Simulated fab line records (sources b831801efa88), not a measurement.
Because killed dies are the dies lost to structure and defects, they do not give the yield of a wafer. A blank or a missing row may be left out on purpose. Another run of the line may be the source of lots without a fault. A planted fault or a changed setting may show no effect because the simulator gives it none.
Split-lot trial | flow gf180mcu | on a route of 602 steps: 5 lots, 23 wafers read

## THE SPLIT ITSELF
At GF_MVPSD_COAT_02 (resist thk 3000 nm), the setting resist_thk_nm was moved away from the recipe's 3000 nm on 7 of the 23 wafers read, by -5.0% to +4.6%. For the rest of the wafers, this setting stayed at what the recipe calls for.

The reading comes from the split's own step.

## THE READING
coat_of_MVPSD_COAT_02.thk_nm (the simulator's own value, which no gauge read), in nm, at GF_MVPSD_COAT_02 (resist thk 3000 nm). No usual value for it is given in the file. Average 3004 nm, standard deviation 8.9 nm, over the 16 wafers here run with the recipe.

wafer  | tool, chamber at the split | resist_thk_nm as run, nm | against the recipe | coat_of_MVPSD_COAT_02.thk_nm, nm | against lot-mates on the recipe
L074.1 | litho_track-01, 0          | 2851                     | -5.0%              | 2845                             | -158
L074.2 | litho_track-01, 0          | 3000                     | recipe             | 3011                             | -
L074.3 | litho_track-01, 0          | 3000                     | recipe             | 3001                             | -
L074.4 | litho_track-01, 0          | 2851                     | -5.0%              | 2855                             | -148
L074.5 | litho_track-01, 0          | 3000                     | recipe             | 2998                             | -
L076.1 | litho_track-01, 0          | 2908                     | -3.1%              | 2891                             | -96
L076.3 | litho_track-01, 0          | 2908                     | -3.1%              | 2891                             | -96
L076.4 | litho_track-01, 0          | 3000                     | recipe             | 2991                             | -
L076.5 | litho_track-01, 0          | 2908                     | -3.1%              | 2902                             | -86
L076.6 | litho_track-01, 0          | 3000                     | recipe             | 2984                             | -
L079.1 | litho_track-01, 0          | 3000                     | recipe             | 3002                             | -
L079.4 | litho_track-01, 0          | 3000                     | recipe             | 3008                             | -
L079.5 | litho_track-01, 0          | 3000                     | recipe             | 3000                             | -
L080.1 | litho_track-04, 0          | 3000                     | recipe             | 3005                             | -
L080.2 | litho_track-04, 0          | 3137                     | +4.6%              | 3140                             | +136
L080.3 | litho_track-04, 0          | 3000                     | recipe             | 2998                             | -
L080.5 | litho_track-04, 0          | 3000                     | recipe             | 3009                             | -
L080.6 | litho_track-04, 0          | 3137                     | +4.6%              | 3144                             | +140
L083.2 | litho_track-03, 0          | 3000                     | recipe             | 3017                             | -
L083.3 | litho_track-03, 0          | 3000                     | recipe             | 3018                             | -
L083.4 | litho_track-03, 0          | 3000                     | recipe             | 3006                             | -
L083.5 | litho_track-03, 0          | 3000                     | recipe             | 3016                             | -
L083.6 | litho_track-03, 0          | 3000                     | recipe             | 3004                             | -

THE FIT
A straight line over all 23 wafers: coat_of_MVPSD_COAT_02.thk_nm changes by +31.7 nm for each +1% of resist_thk_nm; r = +0.99; the points scatter about the line by 9.5 nm.
The same after taking each lot's own level away (the mean of its wafers on the recipe; 23 wafers): +30.5 nm for each +1%; r = +1.00; scatter 5.1 nm.
That fit puts the effect of the largest move of resist_thk_nm on the reading at 1.5e+02 nm.
The lots' own levels span 2987.5 to 3012.2 nm, that is 2.8 times the standard deviation above.
Hence the lot-to-lot level has little effect on the slope; both slopes agree.
Check: -150 nm against its lot-mates is what the line predicts for one of the wafers moved furthest among these (-5.0%) when that wafer is left out of the fit. It came out at -158 nm against them.

## OTHER SPLITS ON THESE WAFERS
Before the reading, these wafers also passed through other splits. Each is held against what the fit with the lots' levels taken away leaves over:
other split on the same wafers     | wafers away from the commonest value | r with coat_of_MVPSD_COAT_02.thk_nm (lot level and that fit taken away)
GF_STI_CVD_03 time_s               | 18                                   | -0.07
GF_STI_DEVELOP_11 develop_time_s   | 9                                    | -0.09
GF_STI_CVD_23 sih4_flow_sccm       | 11                                   | -0.06
GF_STI_OXIDATION_29 temp_c         | 18                                   | +0.08
GF_DNWELL_STRIP_08 platen_temp_c   | 6                                    | -0.28
GF_NWELL_IMPLANT_08 dose_cm2       | 8                                    | +0.01
GF_LVPWELL_COAT_02 spin_rpm        | 8                                    | +0.09
GF_LVPWELL_STRIP_10 pressure_mtorr | 18                                   | -0.01

## THE WHOLE CHAIN: every reading that the file lists as answering this split, in the file's order
step              | what it does       | reading                                                                       | change (the file's fit)              | r (the file's)
GF_MVPSD_COAT_02  | resist thk 3000 nm | coat_of_MVPSD_COAT_02.thk_nm (the simulator's own value, which no gauge read) | +30.5 nm for each +1% of the setting | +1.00
GF_MVPSD_STRIP_10 | strips in O2/N2    | strip_time_to_endpoint_s                                                      | withheld for each +1% of the setting | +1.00

## FILE'S OWN FIT
coat_of_MVPSD_COAT_02.thk_nm changes by +30.5 nm for each +1% of resist_thk_nm, r = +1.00.
